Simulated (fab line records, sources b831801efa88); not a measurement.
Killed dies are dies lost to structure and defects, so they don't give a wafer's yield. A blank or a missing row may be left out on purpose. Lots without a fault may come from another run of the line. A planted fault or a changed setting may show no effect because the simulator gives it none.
Chamber matching | flow sky130 | SKY_CONTACT_CMP_04 on cmp-02: 4 sister chambers
The step polishes SiO2. 14 wafers are shown with their chamber, then 7 later ones without.

WAFERS WITH THEIR CHAMBER
wafer  | chamber | motor_current_A (A) | time_to_endpoint_s (s)
L870.1 | 1       | 12.0                | 78
L870.3 | 2       | 12.0                | 82
L870.6 | 1       | 11.9                | 77
L871.1 | 1       | 12.3                | 73
L871.4 | 0       | 12.6                | 73
L871.5 | 2       | 12.2                | 79
L872.1 | 0       | 12.7                | 78
L872.4 | 3       | 12.7                | 82
L872.6 | 1       | 12.3                | 78
L883.1 | 0       | 12.4                | 84
L883.3 | 3       | 12.6                | 84
L883.4 | 2       | 12.2                | 84
L882.2 | 0       | 12.4                | 82
L882.3 | 3       | 13.0                | 83

SIGNATURES (means of the wafers above)
reading            | chamber 0 | chamber 1 | chamber 2 | chamber 3 | scatter within a chamber
motor_current_A    | 12.525    | 12.125    | 12.133    | 12.767    | 0.176
time_to_endpoint_s | 79.25     | 76.50     | 81.67     | 83.00     | 3.2
Rule: a wafer's distance from a chamber is the root of the sum, over the readings, of the square of ((its reading less the chamber's mean) divided by the reading's scatter). The wafer belongs to the nearest chamber; if the next one is less than 2 further off, it can't be placed. The scatter: the root of (the sum of the squares of (reading less its chamber's mean) over the shown wafers, divided by (wafers less chambers)).

WAFERS WITHOUT THEIR CHAMBER
wafer  | motor_current_A (A) | time_to_endpoint_s (s)
L882.4 | 12.4                | 81
L884.4 | 12.1                | 82
L884.5 | 13.0                | 82
L884.6 | 11.8                | 82
L885.1 | 13.2                | 88
L885.2 | 11.7                | 83
L885.4 | 12.9                | 87

WHICH CHAMBER EACH WENT THROUGH
wafer  | from the rows above               | in truth
L882.4 | can't be placed: 0 or 2 or 1 or 3 | 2
L884.4 | can't be placed: 2 or 1           | 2
L884.5 | can't be placed: 3 or 0           | 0
L884.6 | can't be placed: 2 or 1           | 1
L885.1 | can't be placed: 3 or 0           | 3
L885.2 | can't be placed: 2 or 1           | 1
L885.4 | can't be placed: 3 or 0           | 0
Placed correctly: 0 of 7. Can't be placed from these rows: 7 (the true chamber is among the candidates in 7). Placed wrongly: 0.
